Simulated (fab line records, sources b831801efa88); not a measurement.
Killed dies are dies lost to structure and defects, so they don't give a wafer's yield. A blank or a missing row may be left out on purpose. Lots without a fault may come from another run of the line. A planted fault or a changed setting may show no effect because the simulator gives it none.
Which tool did it? | flow sfq_line | 15 lots, 42 wafers sampled, at 2 steps of a route of 325

WHAT THE GAUGES READ, wafer by wafer
SFQ_M3_RS_MEAS_919: measures by four-point-probe.
lot  | measured     | on            | M3_NB_RS (ohm/sq)
L224 | day 30 06:59 | film_metro-04 | 0.889 0.903 0.895
L225 | day 30 13:11 | film_metro-01 | 0.884 0.883 0.889
L227 | day 31 04:20 | film_metro-03 | 0.885 0.890 0.888
L231 | day 32 18:43 | film_metro-03 | 0.883 0.890 0.903
L232 | day 32 19:55 | film_metro-04 | 0.896 0.892 0.890
L234 | day 33 21:58 | film_metro-03 | 0.886 0.526 0.886 0.526
L235 | day 34 06:22 | film_metro-01 | 0.885 0.521 0.884 0.523
L236 | day 34 16:10 | film_metro-04 | 0.892 0.526 0.893 0.526
L240 | day 37 04:16 | film_metro-01 | 0.894 0.895 0.890
L242 | day 37 23:10 | film_metro-01 | 0.908 0.907 0.907
L243 | day 38 12:31 | film_metro-03 | 0.899 0.901 0.899
L244 | day 38 13:41 | film_metro-01 | 0.900 0.907 0.914
L245 | day 39 05:19 | film_metro-03 | 0.890 0.895 0.882
L246 | day 39 15:03 | film_metro-01 | 0.901 0.893 0.898
L247 | day 40 00:38 | film_metro-01 | 0.899 0.900 0.890

WHICH TOOL RAN EACH LOT (tool, then ch and the chambers of the sampled wafers, then the start)
lot  | SFQ_TRILAYER_M3_DEP_SPUTTER_073
L224 | pvd_sputter-04, day 30 06:53
L225 | pvd_sputter-04, day 30 13:05
L227 | pvd_sputter-04, day 31 04:12
L231 | pvd_sputter-06, day 32 18:36
L232 | pvd_sputter-04, day 32 19:48
L234 | pvd_sputter-04, day 33 21:53
L235 | pvd_sputter-04, day 34 06:16
L236 | pvd_sputter-04, day 34 16:05
L240 | pvd_sputter-03, day 37 04:09
L242 | pvd_sputter-04, day 37 23:04
L243 | pvd_sputter-03, day 38 12:24
L244 | pvd_sputter-04, day 38 13:36
L245 | pvd_sputter-03, day 39 05:12
L246 | pvd_sputter-04, day 39 14:55
L247 | pvd_sputter-06, day 40 00:31
- SFQ_TRILAYER_M3_DEP_SPUTTER_073: material Nb, target thk 200 nm, time 133.3 s.

WHAT THE TOOLS THEMSELVES READ (means of the sampled wafers that have a number; where no wafer has one, the mark that the record gives instead)
SFQ_TRILAYER_M3_DEP_SPUTTER_073.
lot  | tool           | cathode_dc_power_W (W) | throttle_valve_pct (%)
L224 | pvd_sputter-04 | 1999.7                 | 30.4
L225 | pvd_sputter-04 | 2000.1                 | 31.0
L227 | pvd_sputter-04 | 1999.8                 | 30.5
L231 | pvd_sputter-06 | 1999.9                 | 30.2
L232 | pvd_sputter-04 | 1999.8                 | 30.8
L234 | pvd_sputter-04 | 1999.8                 | 31.2
L235 | pvd_sputter-04 | 2000.0                 | 30.1
L236 | pvd_sputter-04 | 1999.9                 | 30.9
L240 | pvd_sputter-03 | 2000.3                 | 30.4
L242 | pvd_sputter-04 | 2000.1                 | 31.0
L243 | pvd_sputter-03 | 2000.1                 | 30.2
L244 | pvd_sputter-04 | 2000.0                 | 31.0
L245 | pvd_sputter-03 | 1999.8                 | 30.1
L246 | pvd_sputter-04 | 1999.8                 | 31.0
L247 | pvd_sputter-06 | 1999.8                 | 30.3

THE ANSWER, worked out from the rows above alone
Rule: what is usual is taken from the lots themselves. Put in order of their means at a reading, lots are off if they are a third of the lots or fewer, leave a main group of 4 or more, and stand apart from it by a gap of 3 or more times the standard deviation of the main group's means; of several such gaps the widest counts. A main group whose means are all the same, to the digits that the tables above print for the reading, isn't used. A lot without any number at a reading at which 4 lots or more have one is off too. The other lots that the step has rows for count as sound. The gauges are gone through in route order, then the tools' own readings, and for those a lot's mean is taken as printed above. The first step at which some lot is off is used, and at that step the reading that is off furthest; a lot without a number counts as furthest.
Off: L234, L235, L236, at SFQ_M3_RS_MEAS_919 (M3_NB_RS). The main group: mean 0.895 ohm/sq, standard deviation 0.0066.
A tool fits if, at a process step before that reading, it ran every lot that is off, and no sound lot after the first of them. The gauges at SFQ_M3_RS_MEAS_919 are tried like those tools. None of those tried fits.

WHAT THE SIMULATOR HAD PUT IN
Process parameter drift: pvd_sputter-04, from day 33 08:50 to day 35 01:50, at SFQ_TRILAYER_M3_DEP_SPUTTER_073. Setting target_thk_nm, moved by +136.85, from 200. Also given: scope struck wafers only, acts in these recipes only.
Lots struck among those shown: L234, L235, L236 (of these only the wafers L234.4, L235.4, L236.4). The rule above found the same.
